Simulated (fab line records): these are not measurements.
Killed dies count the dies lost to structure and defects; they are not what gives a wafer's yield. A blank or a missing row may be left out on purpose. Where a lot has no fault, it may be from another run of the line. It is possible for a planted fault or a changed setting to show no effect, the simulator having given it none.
fab line records | flow sky130
record: lots: 12 wafers: 36 last_day: 49
route steps=708 shown VIA1@478 METAL2@487 VIA2@515 PAD_OPEN@708
lots untouched by any fault: they come from a run of this same line in which no faults occurred
start_h: hours from the record's first day to the start of the lot's first wafer shown | wait_h: how many hours have passed since the lot's step before this one | " identical to the entry in the row above | L1.1+2: a single row standing in for several wafers | - either no value or no given start | * or withheld: withheld | < > ~ a bound
route shown NAME@n: names a module that has steps shown in the file, with the first one's number in the route | usual: the fault-free wafers' mean and standard deviation | same: alike in all rows | chamber/n: place in a boat | sites: the reading at each site | _std_site: the values' standard deviation | _edge_site: the outer-site mean with the inner-site mean subtracted | radius_mm: how far each site lies from the wafer's centre | mask NAME#n: copy n | behind: the last tool/chamber to shape the wafer | hold: why the lot went on hold/how many hours it stayed there/how the hold came to an end | device: the n, p or np transistor that did not switch | end of line: the tests these same wafers got at the end of their route | where a step has no rows: the recipe by itself | killed: not the wafer's yield, but the dies lost to structure and defects at the first sort | map: a wafer's dies, marking killed ones x, the rest . and places with no die _
set.NAME: the setting that was run; set.NAME@STEP: the one run at that earlier step | model.NAME: the simulator's own value behind a step, which no gauge read
a sample of lots followed through the steps of the route, with each step as a table and each wafer as a row
services: when a tool's chamber went out of use (start_h, in hours from the record's first day, below 0 if earlier), for how many hours, and the reason
== steps ==
step: SKY_VIA1_SPUTTER_20
recipe: material: TiN target_thk_nm: 20 chamber_pressure_pa: 5 power_w: 4000 time_s: 80
usual: throttle_valve_pct: 30.1/0.93
columns lot.wafer tool chamber start_h wait_h throttle_valve_pct
L384.1 pvd_sputter-01 - 787.99 0.0 29.4
L384.5 " - " " 31.2
L384.6 " - " " 30.3
L387.1 pvd_sputter-04 - 816.14 0.0 31.4
L387.4 " - " " 29.1
L387.6 " - " " 32.0
L388.2 pvd_sputter-01 - 825.14 0.0 30.4
L388.3 " - " " 31.0
L388.6 " - " " 30.9
L389.1 pvd_sputter-01 - 839.14 0.0 30.8
L389.2 " - " " 30.5
L389.6 " - " " 29.6
L390.1 pvd_sputter-01 - 842.54 0.0 30.5
L390.2 " - " " 29.7
L390.5 " - " " 30.7
L394.1 pvd_sputter-04 - 870.91 0.0 29.2
L394.4 " - " " 31.8
L394.6 " - " " 32.4
L395.1 pvd_sputter-03 - 882.33 0.0 29.7
L395.3 " - " " 30.1
L395.5 " - " " 29.7
L396.1 pvd_sputter-03 - 888.19 0.0 29.1
L396.3 " - " " 29.5
L396.4 " - " " 29.8
L397.3 pvd_sputter-01 - 895.36 0.0 30.5
L397.4 " - " " 30.4
L397.6 " - " " 30.3
L399.2 pvd_sputter-04 - 899.82 0.0 31.6
L399.3 " - " " 29.3
L399.5 " - " " 29.3
L398.1 pvd_sputter-03 - 902.89 0.0 30.0
L398.4 " - " " 29.8
L398.5 " - " " 29.7
L402.1 pvd_sputter-03 - 927.58 0.0 29.2
L402.3 " - " " 29.9
L402.4 " - " " 30.0
step: SKY_METAL2_SPUTTER_04
recipe: material: TiN target_thk_nm: 70 power_w: 6500 time_s: 58.3 chamber_pressure_pa: 0.4
usual: throttle_valve_pct: 30.3/1.1
columns lot.wafer tool chamber start_h wait_h throttle_valve_pct
L384.1 pvd_sputter-04 - 788.72 0.0 31.7
L384.5 " - " " 32.3
L384.6 " - " " 29.1
L387.1 pvd_sputter-04 - 816.87 0.0 29.1
L387.4 " - " " 29.4
L387.6 " - " " 32.5
L388.2 pvd_sputter-02 - 825.86 0.0 31.0
L388.3 " - " " 29.8
L388.6 " - " " 29.1
L389.1 pvd_sputter-04 - 839.86 0.0 29.4
L389.2 " - " " 32.6
L389.6 " - " " 31.5
L390.1 pvd_sputter-04 - 843.27 0.0 29.3
L390.2 " - " " 29.6
L390.5 " - " " 31.5
L394.1 pvd_sputter-01 - 871.63 0.0 30.8
L394.4 " - " " 29.6
L394.6 " - " " 30.1
L395.1 pvd_sputter-02 - 883.06 0.0 29.2
L395.3 " - " " 29.2
L395.5 " - " " 31.1
L396.1 pvd_sputter-02 - 888.91 0.0 31.0
L396.3 " - " " 29.1
L396.4 " - " " 29.7
L397.3 pvd_sputter-02 - 896.09 0.0 29.1
L397.4 " - " " 29.3
L397.6 " - " " 29.7
L399.2 pvd_sputter-01 - 900.54 0.0 31.0
L399.3 " - " " 30.5
L399.5 " - " " 29.3
L398.1 pvd_sputter-02 - 903.90 0.0 29.9
L398.4 " - " " 30.9
L398.5 " - " " 30.7
L402.1 pvd_sputter-04 - 928.41 0.0 29.2
L402.3 " - " " 29.6
L402.4 " - " " 31.8
step: SKY_VIA2_SOFTBAKE_08
recipe: temp_c: 100 time_s: 90 resist: KrF-thick
usual: chill_plate_temp_C: 22.98/0.11 heater_power_total_W: 57.36/0.12 plate_temp_C: 100.01/0.13
columns lot.wafer tool chamber start_h wait_h chill_plate_temp_C heater_power_total_W plate_temp_C
L384.1 litho_track-02 0 829 - 22.97 57.17 100.03
L384.5 " 0 " " 23.12 57.48 100.06
L384.6 " 0 " " 23.01 57.55 100.13
L387.1 litho_track-04 0 857 - 22.93 57.49 100.08
L387.4 " 0 " " 22.82 57.33 99.87
L387.6 " 0 " " 22.86 57.40 100.16
L388.2 litho_track-02 0 866 - 22.95 57.20 100.04
L388.3 " 0 " " 22.84 57.42 99.80
L388.6 " 0 " " 22.80 57.25 99.94
L389.1 litho_track-03 0 879 - 23.01 57.34 100.08
L389.2 " 0 " " 23.08 57.46 100.24
L389.6 " 0 880 - 23.16 57.57 100.23
L390.1 litho_track-03 0 882 - 22.91 57.27 99.94
L390.2 " 0 " " 22.99 57.34 100.01
L390.5 " 0 " " 22.91 57.29 99.95
L394.1 litho_track-03 0 910 - 23.09 57.48 99.87
L394.4 " 0 911 - 23.12 57.16 99.97
L394.6 " 0 " " 23.23 57.21 100.01
L395.1 litho_track-02 0 922 - 22.90 57.44 99.74
L395.3 " 0 " " 22.85 57.19 99.93
L395.5 " 0 923 - 22.84 57.40 99.97
L396.1 litho_track-03 0 927 - 23.06 57.37 100.10
L396.3 " 0 " " 22.97 57.45 100.16
L396.4 " 0 " " 22.90 57.62 100.16
L397.3 litho_track-03 0 935 - 22.93 57.19 99.95
L397.4 " 0 " " 22.96 57.17 100.25
L397.6 " 0 " " 22.90 57.33 99.97
L399.2 litho_track-04 0 939 - 22.76 57.50 100.14
L399.3 " 0 " " 22.67 57.23 100.26
L399.5 " 0 " " 23.04 57.29 100.05
L398.1 litho_track-03 0 941 - 23.12 53.51 95.14
L398.4 " 0 " " 23.04 53.50 95.07
L398.5 " 0 " " 23.09 53.59 95.14
L402.1 litho_track-03 0 965 - 22.90 53.64 95.27
L402.3 " 0 " " 22.95 53.45 95.29
L402.4 " 0 " " 22.81 53.63 95.20
step: SKY_VIA2_ETCH_15
recipe: target: SiO2 chemistry: C4F8/O2/Ar target_depth_nm: 546 stop_on: TiN mask_material: KrF-thick source_w: 1500 bias_w: 1200 pressure_mtorr: 40 c4f8_flow_sccm: withheld O2_flow_sccm: 6 Ar_flow_sccm: 300 time_s: 84
usual: oes_product_au: 0.939/0.0046
columns lot.wafer tool chamber start_h wait_h oes_product_au rf_hours_counter_h
L384.1 rie_diel-03 2 843.05 0.0 0.933 18
L384.5 " 1 " " 0.937 -
L384.6 " 3 " " 0.937 -
L387.1 rie_diel-02 1 870.62 0.0 0.944 9
L387.4 " 0 " " 0.939 3
L387.6 " 2 " " 0.936 -
L388.2 rie_diel-02 1 879.54 0.0 0.936 9
L388.3 " 2 " " 0.946 14
L388.6 " 1 " " 0.940 -
L389.1 rie_diel-02 2 893.12 0.0 0.939 14
L389.2 " 0 " " 0.942 4
L389.6 " 3 " " 0.941 -
L390.1 rie_diel-04 2 896.15 0.0 0.945 13
L390.2 " 3 " " 0.935 19
L390.5 " 3 " " 0.930 -
L394.1 rie_diel-04 3 923.39 0.0 0.947 20
L394.4 " 2 " " 0.942 13
L394.6 " 1 " " 0.947 -
L395.1 rie_diel-03 3 935.30 0.0 0.943 8
L395.3 " 0 " " 0.938 10
L395.5 " 1 " " 0.930 -
L396.1 rie_diel-03 1 939.84 0.0 0.931 16
L396.3 " 0 " " 0.939 10
L396.4 " 3 " " 0.937 -
L397.3 rie_diel-04 1 947.34 0.0 0.933 16
L397.4 " 2 " " 0.940 14
L397.6 " 0 " " 0.938 -
L399.2 rie_diel-02 2 952.04 0.0 0.936 16
L399.3 " 3 " " 0.940 13
L399.5 " 2 " " 0.940 -
L398.1 rie_diel-02 1 954.19 0.0 0.940 12
L398.4 " 3 " " 0.934 13
L398.5 " 2 " " 0.935 -
L402.1 rie_diel-03 2 978.14 0.0 0.931 0
L402.3 " 3 " " 0.943 9
L402.4 " 1 " " 0.940 17
step: SKY_PAD_OPEN_PROBE_99
usual: defect_limited_yield: 82.4/1.8 killed_at_M0_to_M3: 43/6.5 killed_at_M4_up: 3.2/1.8 killed_at_contacts: 24/5.2 killed_at_front_end: 15/4 killed_at_other: 0.4/0.69 killed_dies: 86/8.7 killed_open: 47/7 killed_short: 39/5.7 sort_bin_3_pad_short: 0.9/0.43 sort_bin_5_function: 10.5/1.4 sort_bin_6_memory: 6.2/1.2 sort_n_pass: 406/8.7 sort_yield_pct: 82.4/1.8
same: gross_dies: 492 killed_at_back_side: 0 sort_bin_4_leakage[%]: 0 sort_bin_8_speed[%]: 0
columns lot.wafer tool chamber start_h wait_h defect_limited_yield[%] killed_at_M0_to_M3 killed_at_M4_up killed_at_contacts killed_at_front_end killed_at_other killed_dies killed_open killed_short sort_bin_3_pad_short[%] sort_bin_5_function[%] sort_bin_6_memory[%] sort_n_pass sort_yield_pct[%]
L388.2 prober-02 - 1100.05 0.1 78.9 64 4 16 20 0 104 58 46 1.8 11.2 8.1 388 78.9
L388.3 prober-02 - 1100.10 0.2 83.1 44 3 24 12 0 83 50 33 0 11.0 5.9 409 83.1
L388.6 prober-02 - 1100.25 0.2 84.3 43 3 22 9 0 77 52 25 0.4 11.0 4.3 415 84.3
L390.1 prober-02 - 1113.21 0.1 82.1 44 2 21 21 0 88 52 36 0.8 10.8 6.3 404 82.1
L390.2 prober-02 - 1113.26 0.1 84.6 35 3 25 12 1 76 40 35 1.4 9.1 4.9 416 84.6
L390.5 prober-02 - 1113.41 0.2 82.5 48 1 20 17 0 86 53 33 1.0 9.3 7.1 406 82.5
L394.1 prober-02 - 1135.14 0.1 84.6 36 5 22 13 0 76 45 31 0.6 9.8 5.1 416 84.6
L394.4 prober-02 - 1135.29 0.2 81.5 45 3 32 10 1 91 52 39 0.6 11.8 6.1 401 81.5
L394.6 prober-02 - 1135.39 0.2 81.3 46 6 33 6 1 92 58 34 0.8 10.2 7.7 400 81.3
L396.1 prober-02 - 1146.27 0.1 82.5 46 5 26 9 0 86 47 38 0.6 11.0 5.9 406 82.5
L396.3 prober-02 - 1146.37 0.2 83.9 44 3 23 9 0 79 49 29 0.4 10.0 5.7 413 83.9
L396.4 prober-02 - 1146.42 0.2 81.7 47 3 24 16 0 90 48 42 0.6 11.8 5.9 402 81.7
L397.3 prober-01 - 1151.54 0.2 82.7 40 3 24 18 0 85 43 42 0.6 10.6 6.1 407 82.7
L397.4 prober-01 - 1151.59 0.2 86.4 35 3 22 7 0 67 39 28 0.6 7.3 5.7 425 86.4
L397.6 prober-01 - 1151.69 0.2 82.5 35 1 39 11 0 86 48 38 1.6 9.3 6.5 406 82.5
L398.1 prober-01 - 1158.32 0.1 83.3 37 1 27 17 0 82 48 32 1.2 9.1 6.3 410 83.3
L398.4 prober-01 - 1158.47 0.2 81.1 40 4 37 12 0 93 54 37 0.6 11.0 7.3 399 81.1
L398.5 prober-01 - 1158.52 0.2 80.7 49 1 27 16 2 95 54 40 1.2 8.9 9.1 397 80.7
killed by level:class
L388.2 VIA1:geometric_particle:open=11 VIA2:geometric_particle:open=11 VIA3:geometric_particle:open=8 VIA1:geometric_particle:short=8 CONTACT:geometric_particle:open=7 FIELD_ISO:geometric_particle:short=6 METAL1:geometric_particle:short=6 FIELD_ISO:geometric_particle:open=5
L388.3 VIA1:geometric_particle:open=10 VIA2:geometric_particle:open=8 CONTACT:geometric_particle:open=8 METAL2:geometric_particle:short=8 LI_CONTACT:geometric_particle:open=7 CONTACT:geometric_particle:short=4 METAL2:geometric_particle:open=4 VIA3:geometric_particle:open=4
L388.6 CONTACT:geometric_particle:open=12 VIA3:geometric_particle:open=10 VIA2:geometric_particle:open=9 VIA1:geometric_particle:open=5 LI_CONTACT:geometric_particle:open=4 LOCAL_INTERCONNECT:geometric_particle:short=4 METAL2:geometric_particle:short=4 METAL1:geometric_particle:short=3
L390.1 VIA3:geometric_particle:open=10 FIELD_ISO:geometric_particle:open=8 VIA1:geometric_particle:open=8 LI_CONTACT:geometric_particle:open=8 CONTACT:geometric_particle:open=7 VIA1:geometric_particle:short=6 VIA2:geometric_particle:open=6 POLY_GATE:geometric_particle:short=5
L390.2 CONTACT:geometric_particle:open=9 VIA2:geometric_particle:open=9 VIA1:geometric_particle:open=6 LOCAL_INTERCONNECT:geometric_particle:short=5 VIA3:geometric_particle:short=5 LI_CONTACT:geometric_particle:short=4 LI_CONTACT:geometric_particle:open=4 METAL1:geometric_particle:short=4
L390.5 VIA1:geometric_particle:open=14 VIA3:geometric_particle:open=8 LI_CONTACT:geometric_particle:open=7 VIA2:geometric_particle:open=7 CONTACT:geometric_particle:open=6 POLY_GATE:geometric_particle:short=5 METAL2:geometric_particle:short=5 FIELD_ISO:geometric_particle:short=4
L394.1 CONTACT:geometric_particle:open=11 METAL1:geometric_particle:short=7 VIA2:geometric_particle:open=6 VIA1:geometric_particle:open=6 VIA3:geometric_particle:open=6 LI_CONTACT:geometric_particle:open=4 CONTACT:geometric_particle:short=4 POLY_GATE:geometric_particle:open=3
L394.4 LI_CONTACT:geometric_particle:open=13 CONTACT:geometric_particle:open=10 VIA1:geometric_particle:open=8 METAL1:geometric_particle:short=6 VIA1:geometric_particle:short=5 VIA2:geometric_particle:open=5 VIA3:geometric_particle:open=5 POLY_GATE:geometric_particle:short=4
L394.6 CONTACT:geometric_particle:open=13 VIA3:geometric_particle:open=12 LI_CONTACT:geometric_particle:open=9 VIA1:geometric_particle:open=9 CONTACT:geometric_particle:short=8 METAL1:geometric_particle:short=6 VIA2:geometric_particle:open=6 METAL4:geometric_particle:short=4
L396.1 VIA1:geometric_particle:open=12 CONTACT:geometric_particle:open=11 VIA3:geometric_particle:open=7 METAL2:geometric_particle:short=6 LOCAL_INTERCONNECT:geometric_particle:short=5 CONTACT:geometric_particle:short=5 METAL1:geometric_particle:short=5 VIA1:geometric_particle:short=5
L396.3 LI_CONTACT:geometric_particle:open=13 VIA1:geometric_particle:open=9 VIA2:geometric_particle:open=8 METAL1:geometric_particle:short=5 METAL2:geometric_particle:short=5 POLY_GATE:geometric_particle:open=4 CONTACT:geometric_particle:open=4 VIA1:geometric_particle:short=4
L396.4 VIA1:geometric_particle:open=11 LI_CONTACT:geometric_particle:open=8 VIA3:geometric_particle:open=8 METAL1:geometric_particle:short=7 VIA2:geometric_particle:open=6 CONTACT:geometric_particle:open=6 POLY_GATE:geometric_particle:short=5 LOCAL_INTERCONNECT:geometric_particle:short=5
L397.3 VIA1:geometric_particle:open=13 CONTACT:geometric_particle:open=9 LOCAL_INTERCONNECT:geometric_particle:short=6 METAL1:geometric_particle:short=5 VIA1:geometric_particle:short=5 VIA2:geometric_particle:open=5 FIELD_ISO:geometric_particle:open=4 FIELD_ISO:geometric_particle:short=4
L397.4 LI_CONTACT:geometric_particle:open=9 VIA1:geometric_particle:open=8 CONTACT:geometric_particle:open=7 METAL1:geometric_particle:short=5 VIA2:geometric_particle:open=5 VIA3:geometric_particle:open=5 METAL2:geometric_particle:short=4 CONTACT:geometric_particle:short=3
L397.6 CONTACT:geometric_particle:open=15 LI_CONTACT:geometric_particle:open=11 FIELD_ISO:geometric_particle:open=6 CONTACT:geometric_particle:short=6 VIA1:geometric_particle:open=6 METAL1:geometric_particle:short=6 VIA1:geometric_particle:short=5 VIA3:geometric_particle:short=4
L398.1 VIA1:geometric_particle:open=11 LI_CONTACT:geometric_particle:open=8 CONTACT:geometric_particle:open=8 FIELD_ISO:geometric_particle:open=6 CONTACT:geometric_particle:short=5 VIA3:geometric_particle:open=5 METAL3:geometric_particle:short=4 FIELD_ISO:geometric_particle:short=3
L398.4 CONTACT:geometric_particle:open=16 VIA2:geometric_particle:open=10 LI_CONTACT:geometric_particle:open=9 VIA1:geometric_particle:open=7 LOCAL_INTERCONNECT:geometric_particle:short=5 METAL1:geometric_particle:short=5 VIA1:geometric_particle:short=5 FIELD_ISO:geometric_particle:short=4
L398.5 VIA1:geometric_particle:open=12 VIA3:geometric_particle:open=12 CONTACT:geometric_particle:short=7 CONTACT:geometric_particle:open=7 LI_CONTACT:geometric_particle:open=6 VIA3:geometric_particle:short=5 POLY_GATE:geometric_particle:short=4 LI_CONTACT:geometric_particle:short=4
== services ==
columns tool chamber start_h hours kind
pvd_sputter-02 - 769.38 2.1 repair
litho_track-02 - 772.45 - consumable_replace:filter
rie_diel-02 0 796.00 15.3 repair
rie_diel-04 - 822.18 1.0 repair
rie_diel-03 0 826.05 93.0 repair
pvd_sputter-04 - 834.45 0.6 repair
pvd_sputter-04 - 837.07 1.5 repair
rie_diel-02 3 871.93 8.7 repair
rie_diel-03 2 871.97 3.3 repair
pvd_sputter-04 - 902.12 25.9 repair
rie_diel-03 - 919.24 2.8 pm
rie_diel-02 3 922.64 15.9 repair
rie_diel-03 2 925.69 - clean
rie_diel-03 2 925.69 - consumable_replace:showerhead
rie_diel-03 2 925.69 34.0 scheduled_down
rie_diel-03 2 925.69 34.0 vent_cycle
rie_diel-02 1 931.04 1.3 repair
pvd_sputter-02 - 944.13 11.5 repair
rie_diel-04 3 944.46 1.3 repair
rie_diel-04 1 950.50 15.4 repair
pvd_sputter-01 - 975.62 1.3 repair
== key ==
first_sign: step: SKY_VIA2_SOFTBAKE_08 reading: plate_temp_C direction: down sigmas: 37 usual: * struck: *
effect: step: SKY_VIA2_SOFTBAKE_08 reading: heater_power_total_W direction: down sigmas: 32 usual: * struck: *
met_at SKY_VIA2_SOFTBAKE_08
struck_lots L398,L402
loop_trim: step: SKY_VIA2_EXPOSE_09 setting: dose lots: L402
not_acting_at SKY_VIA1_SPUTTER_20,SKY_METAL2_SPUTTER_04,SKY_VIA2_ETCH_15
onset_between 935 941
fault: kind: process_parameter_drift tool: litho_track-03 chamber: - onset_h: 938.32 steps: SKY_VIA2_SOFTBAKE_08 channel: temp_c offset: * shape: step end_h: 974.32 acts_in: * stated: *
loop_trim: a control loop set the setting to another value than it would have without faults
